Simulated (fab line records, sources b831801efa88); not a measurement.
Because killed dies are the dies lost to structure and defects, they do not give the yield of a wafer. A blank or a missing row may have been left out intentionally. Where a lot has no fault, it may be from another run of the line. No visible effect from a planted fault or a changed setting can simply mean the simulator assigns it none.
Which tool is to blame? :: flow gf180mcu :: 13 lots with 39 wafers sampled at 3 steps, on a route of 602 steps

## WHAT EACH GAUGE READ, for each wafer
GF_V2_THK_MEAS_01.
lot: L262
measured: day 19 03:08
on: film-metro-04
V2_CVD_00_THK (nm): 617 616 593

lot: L266
measured: day 21 01:51
on: film-metro-02
V2_CVD_00_THK (nm): 587 607 585

lot: L267
measured: day 21 02:56
on: film-metro-04
V2_CVD_00_THK (nm): 600 591 607

lot: L268
measured: day 21 23:04
on: film-metro-01
V2_CVD_00_THK (nm): 603 606 587

lot: L270
measured: day 22 06:22
on: film-metro-02
V2_CVD_00_THK (nm): 597 599 597

lot: L277
measured: day 24 21:26
on: film-metro-02
V2_CVD_00_THK (nm): 609 592 609

lot: L278
measured: day 25 11:05
on: film-metro-02
V2_CVD_00_THK (nm): 595 590 598

lot: L279
measured: day 25 12:08
on: film-metro-04
V2_CVD_00_THK (nm): 597 597 599

lot: L280
measured: day 25 16:00
on: film-metro-04
V2_CVD_00_THK (nm): 602 586 594

lot: L281
measured: day 26 04:56
on: film-metro-04
V2_CVD_00_THK (nm): 596 591 599

lot: L282
measured: day 26 10:58
on: film-metro-01
V2_CVD_00_THK (nm): 606 598 590

lot: L283
measured: day 26 14:05
on: film-metro-01
V2_CVD_00_THK (nm): 604 612 603

lot: L284
measured: day 26 19:19
on: film-metro-02
V2_CVD_00_THK (nm): 601 607 589

## WHAT TOOL EACH LOT RAN ON (gives the tool, then ch and the chambers of the sampled wafers, and finally the start)
lot: L262
GF_V1_SPUTTER_22: pvd-sputter-03, day 18 01:20
GF_M2_SOFTBAKE_10: litho-track-02 ch 0, day 18 14:24

lot: L266
GF_V1_SPUTTER_22: pvd-sputter-04, day 20 00:13
GF_M2_SOFTBAKE_10: litho-track-03 ch 0, day 20 12:42

lot: L267
GF_V1_SPUTTER_22: pvd-sputter-02, day 20 01:05
GF_M2_SOFTBAKE_10: litho-track-03 ch 0, day 20 13:57

lot: L268
GF_V1_SPUTTER_22: pvd-sputter-04, day 20 21:38
GF_M2_SOFTBAKE_10: litho-track-03 ch 0, day 21 10:23

lot: L270
GF_V1_SPUTTER_22: pvd-sputter-02, day 21 05:52
GF_M2_SOFTBAKE_10: litho-track-02 ch 0, day 21 18:00

lot: L277
GF_V1_SPUTTER_22: pvd-sputter-02, day 23 22:10
GF_M2_SOFTBAKE_10: litho-track-01 ch 0, day 24 10:04

lot: L278
GF_V1_SPUTTER_22: pvd-sputter-04, day 24 12:05
GF_M2_SOFTBAKE_10: litho-track-01 ch 0, day 24 23:44

lot: L279
GF_V1_SPUTTER_22: pvd-sputter-02, day 24 12:38
GF_M2_SOFTBAKE_10: litho-track-02 ch 0, day 25 00:12

lot: L280
GF_V1_SPUTTER_22: pvd-sputter-04, day 24 16:30
GF_M2_SOFTBAKE_10: litho-track-03 ch 0, day 25 04:20

lot: L281
GF_V1_SPUTTER_22: pvd-sputter-02, day 25 05:51
GF_M2_SOFTBAKE_10: litho-track-03 ch 0, day 25 17:09

lot: L282
GF_V1_SPUTTER_22: pvd-sputter-02, day 25 12:27
GF_M2_SOFTBAKE_10: litho-track-02 ch 0, day 25 22:57

lot: L283
GF_V1_SPUTTER_22: pvd-sputter-03, day 25 15:29
GF_M2_SOFTBAKE_10: litho-track-03 ch 0, day 26 02:27

lot: L284
GF_V1_SPUTTER_22: pvd-sputter-04, day 25 21:13
GF_M2_SOFTBAKE_10: litho-track-03 ch 0, day 26 08:12
- GF_V1_SPUTTER_22: material TiN, target thk 10 nm, time 40 s.
- GF_M2_SOFTBAKE_10: time 60 s.

## AS READ BY THE TOOLS THEMSELVES (means over the sampled wafers that have a number; for cases with no such wafer, the mark the record gives instead)
GF_V1_SPUTTER_22.
lot: L262
tool: pvd-sputter-03
cathode-dc-power-W (W): 4000.3
throttle-valve-pct (%): 30.7

lot: L266
tool: pvd-sputter-04
cathode-dc-power-W (W): 4000.0
throttle-valve-pct (%): 29.4

lot: L267
tool: pvd-sputter-02
cathode-dc-power-W (W): 3999.3
throttle-valve-pct (%): 30.3

lot: L268
tool: pvd-sputter-04
cathode-dc-power-W (W): 4000.4
throttle-valve-pct (%): 29.2

lot: L270
tool: pvd-sputter-02
cathode-dc-power-W (W): 4000.4
throttle-valve-pct (%): 29.8

lot: L277
tool: pvd-sputter-02
cathode-dc-power-W (W): 4000.4
throttle-valve-pct (%): 30.4

lot: L278
tool: pvd-sputter-04
cathode-dc-power-W (W): 3999.1
throttle-valve-pct (%): 29.6

lot: L279
tool: pvd-sputter-02
cathode-dc-power-W (W): 4000.8
throttle-valve-pct (%): 30.1

lot: L280
tool: pvd-sputter-04
cathode-dc-power-W (W): 4000.6
throttle-valve-pct (%): 29.3

lot: L281
tool: pvd-sputter-02
cathode-dc-power-W (W): 3999.5
throttle-valve-pct (%): 29.6

lot: L282
tool: pvd-sputter-02
cathode-dc-power-W (W): 3999.8
throttle-valve-pct (%): 31.0

lot: L283
tool: pvd-sputter-03
cathode-dc-power-W (W): 4000.2
throttle-valve-pct (%): 30.0

lot: L284
tool: pvd-sputter-04
cathode-dc-power-W (W): 4000.3
throttle-valve-pct (%): 29.7

GF_M2_SOFTBAKE_10.
lot: L262
tool: litho-track-02
run-length-s (s): 88.72

lot: L266
tool: litho-track-03
run-length-s (s): 88.71

lot: L267
tool: litho-track-03
run-length-s (s): 92.84

lot: L268
tool: litho-track-03
run-length-s (s): 92.85

lot: L270
tool: litho-track-02
run-length-s (s): 88.70

lot: L277
tool: litho-track-01
run-length-s (s): 89.18

lot: L278
tool: litho-track-01
run-length-s (s): 89.15

lot: L279
tool: litho-track-02
run-length-s (s): 88.75

lot: L280
tool: litho-track-03
run-length-s (s): 88.87

lot: L281
tool: litho-track-03
run-length-s (s): 88.69

lot: L282
tool: litho-track-02
run-length-s (s): 88.76

lot: L283
tool: litho-track-03
run-length-s (s): 88.91

lot: L284
tool: litho-track-03
run-length-s (s): 88.85

## THE ANSWER, worked out from the rows above alone
Rule: the usual values come from the lots themselves. Put in order of their means at a reading, lots are off if they are a third of the lots or fewer, leave a main group of 4 or more, and stand apart from it by a gap of 3 or more times the standard deviation of the main group's means; of several such gaps the widest counts. Not used: any main group whose means are identical at the precision the tables above print for the reading. Also off: a lot with no number at a reading for which 4 or more lots have one. Where the step has rows for the other lots, those lots are counted as sound. Order of review: gauges by route order, followed by the tools' own readings, for which a lot's mean as printed above is used. At the first step where some lot is off, the reading lying furthest off is the one used; lots without a number count as furthest.
Off at GF_M2_SOFTBAKE_10 (run-length-s): L267, L268. Main group: mean 88.84 s, sd 0.17.
If a tool, at that step or one of the process steps before it, ran each lot that is off and ran no sound lot following the first of them, it fits. None of those tried fits.

## WHAT THE SIMULATOR PUT IN
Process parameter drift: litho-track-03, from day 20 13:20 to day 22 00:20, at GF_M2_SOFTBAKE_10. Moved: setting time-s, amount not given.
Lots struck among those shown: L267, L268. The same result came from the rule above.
